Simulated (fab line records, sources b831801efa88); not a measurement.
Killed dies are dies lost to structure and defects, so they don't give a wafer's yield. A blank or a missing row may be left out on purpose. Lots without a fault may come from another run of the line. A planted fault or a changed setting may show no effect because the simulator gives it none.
Chamber matching | flow gf180mcu | GF_V1_CMP_26 on cmp-01: 4 sister chambers
The step polishes, stops on SiO2, t overpolish 15 s, target thk 0 nm. 8 wafers are shown with their chamber, then 9 later ones without.

WAFERS WITH THEIR CHAMBER
wafer  | chamber | motor_current_A (A) | overpolish_run_s (s)
L968.1 | 0       | 10.3                | 15.002
L968.2 | 2       | 12.0                | 14.984
L969.3 | 3       | 11.9                | 14.982
L969.4 | 1       | 11.0                | 15.010
L969.6 | 3       | 12.7                | 14.997
L971.1 | 2       | 11.8                | 15.001
L971.3 | 0       | 10.2                | 15.009
L971.6 | 1       | 11.2                | 14.981

WAFERS WITHOUT THEIR CHAMBER
wafer  | motor_current_A (A) | overpolish_run_s (s)
L973.1 | 12.5                | 14.996
L973.3 | 10.2                | 15.012
L973.4 | 11.5                | 14.996
L974.1 | 11.2                | 14.998
L974.3 | 11.5                | 15.017
L974.4 | 10.6                | 15.020
L983.1 | 12.0                | 15.009
L983.3 | 10.9                | 14.994
L983.4 | 10.0                | 15.002

WHICH CHAMBER EACH WENT THROUGH
wafer  | from the rows above          | in truth
L973.1 | can't be placed: 3 or 2      | 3
L973.3 | 0                            | 0
L973.4 | can't be placed: 1 or 2 or 3 | 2
L974.1 | can't be placed: 1 or 2      | 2
L974.3 | can't be placed: 1 or 2 or 3 | 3
L974.4 | can't be placed: 0 or 1      | 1
L983.1 | can't be placed: 2 or 3 or 1 | 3
L983.3 | can't be placed: 1 or 0      | 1
L983.4 | 0                            | 0
Placed correctly: 2 of 9. Can't be placed from these rows: 7 (the true chamber is among the candidates in 7). Placed wrongly: 0.
How it was worked out, from the rows above alone: a wafer's distance from a chamber is the root of the sum, over the readings, of the square of ((its reading less the chamber's mean) divided by the reading's scatter). The wafer belongs to the nearest chamber; if the next one is less than 2 further off, it can't be placed. A chamber's mean is the mean of its shown wafers. The scatter: the root of (the sum of the squares of (reading less its chamber's mean) over the shown wafers, divided by (wafers less chambers)).
